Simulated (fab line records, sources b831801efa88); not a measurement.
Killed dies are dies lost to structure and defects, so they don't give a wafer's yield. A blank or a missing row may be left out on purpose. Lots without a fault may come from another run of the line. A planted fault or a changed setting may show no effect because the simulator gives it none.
One fault seen from 2 desks | flow sky130 | each desk has only its own numbers; what lay behind them comes last

THE METROLOGY DESK
What the gauges read, lot by lot, whatever tool the lot ran on: means of the sampled wafers that have a number. A lot is out of limits, marked OUT, if its mean lies more than 4 standard deviations from the usual mean; the brackets give that distance.
Columns: A = cd_nm at SKY_SONOS_TUNNEL_CD_MEAS_07, usual 410.6 nm
lot  | first seen here | A
L745 | day 11 20:26    | 406.1
L747 | day 12 10:06    | 408.8
L749 | day 12 22:41    | 414.4
L750 | day 13 08:56    | 414.5
L751 | day 13 16:14    | 412.4
L752 | day 13 19:48    | 409.7
L753 | day 14 08:23    | 408.3
L754 | day 14 18:05    | 406.4
L755 | day 14 22:37    | 413.5
L756 | day 15 06:11    | 410.7
L758 | day 15 17:11    | 409.9
L766 | day 18 20:16    | 420.6 (+4.0) OUT
L767 | day 19 05:46    | 414.9
L768 | day 19 14:51    | 411.0
This desk's finding: out of limits on L766; first on L766, day 18 20:16 (cd_nm at SKY_SONOS_TUNNEL_CD_MEAS_07). In limits: L745, L747, L749, L750, L751, L752, L753, L754, L755, L756, L758, L767, L768.

THE TOOL OWNER'S DESK: litho_track-03
The tool's own readings at SKY_SONOS_TUNNEL_DEVELOP_06 (develop time 60 s): means of the sampled wafers that have a number, for each lot that ran on this tool. A lot is out of limits, marked OUT, if its mean lies more than 4 standard deviations from the usual mean; the brackets give that distance.
Columns: A = developer_temp_C at SKY_SONOS_TUNNEL_DEVELOP_06, usual 22.98 C
lot  | first seen here | A
L750 | day 13 08:47    | 23.07
L755 | day 14 22:28    | 22.95
L758 | day 15 17:02    | 22.96
L766 | day 18 20:07    | 20.51 (-22) OUT
L767 | day 19 05:37    | 20.82 (-20) OUT
This desk's finding: out of limits on L766, L767; first on L766, day 18 20:07 (developer_temp_C at SKY_SONOS_TUNNEL_DEVELOP_06). In limits: L750, L755, L758.

PUT TOGETHER
The tool owner's desk could have raised an alarm at day 18 20:07, on L766, L767.
The metrology desk could have raised an alarm at day 18 20:16, on L766.
The metrology desk has L767 on record, within its limits.
Of the lots named, all ran SKY_SONOS_TUNNEL_DEVELOP_06 on litho_track-03.

WHAT THE SIMULATOR HAD PUT IN
Process parameter drift: litho_track-03, from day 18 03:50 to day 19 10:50, at SKY_SONOS_TUNNEL_DEVELOP_06. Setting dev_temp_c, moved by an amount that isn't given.
Lots struck among those shown: L766, L767.
Hours from the fault's start to each desk's first reading out of limits: the tool owner's desk, 16; the metrology desk, 16.
